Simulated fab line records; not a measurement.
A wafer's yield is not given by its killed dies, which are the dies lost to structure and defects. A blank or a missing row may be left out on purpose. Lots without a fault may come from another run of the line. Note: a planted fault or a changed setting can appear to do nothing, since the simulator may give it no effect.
Chamber matching -- flow sky130 -- SKY_VIA1_CMP_24 on cmp-02: 4 sister chambers
The step polishes, stops on SiO2, t overpolish 15 s, target thk 0 nm. 7 wafers are shown with their chamber, then 7 later ones without.

== WAFERS, EACH WITH ITS CHAMBER ==
wafer,chamber,time_to_endpoint_s (s),motor_current_A (A)
L595.1,1,65,10.7
L596.1,1,61,11.4
L596.4,2,59,11.4
L600.2,3,61,11.1
L600.6,0,65,11.1
L611.2,3,61,10.8
L611.4,0,65,10.4

== WAFERS WITH NO CHAMBER GIVEN ==
wafer,time_to_endpoint_s (s),motor_current_A (A)
L611.6,61,11.0
L613.2,71,10.3
L613.3,64,10.5
L613.5,64,11.4
L614.1,64,11.6
L614.4,63,10.4
L614.5,68,10.6

== WHICH CHAMBER EACH WENT THROUGH ==
wafer,from the rows above,in truth
L611.6,can't be placed: 3 or 1 or 2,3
L613.2,can't be placed: 0 or 1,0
L613.3,can't be placed: 0 or 1 or 3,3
L613.5,can't be placed: 1 or 0 or 3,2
L614.1,can't be placed: 1 or 0 or 3 or 2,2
L614.4,can't be placed: 0 or 1 or 3 or 2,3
L614.5,can't be placed: 0 or 1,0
Placed correctly: 0 of 7. Cannot be placed on the basis of these rows: 7; the candidates contain the true chamber in 6. Number placed wrongly: 0.
How it was worked out, from the rows above alone: a wafer's distance from a chamber is the root of the sum, over the readings, of the square of ((its reading less the chamber's mean) divided by the reading's scatter). If the next closest chamber is less than 2 further off than the closest, the wafer can't be placed; otherwise it belongs to the closest. For every chamber, the mean is computed from those of its wafers that are shown. The scatter is the square root of a quotient: the sum, over the shown wafers, of each reading's squared deviation from its chamber's mean, divided by wafers minus chambers.
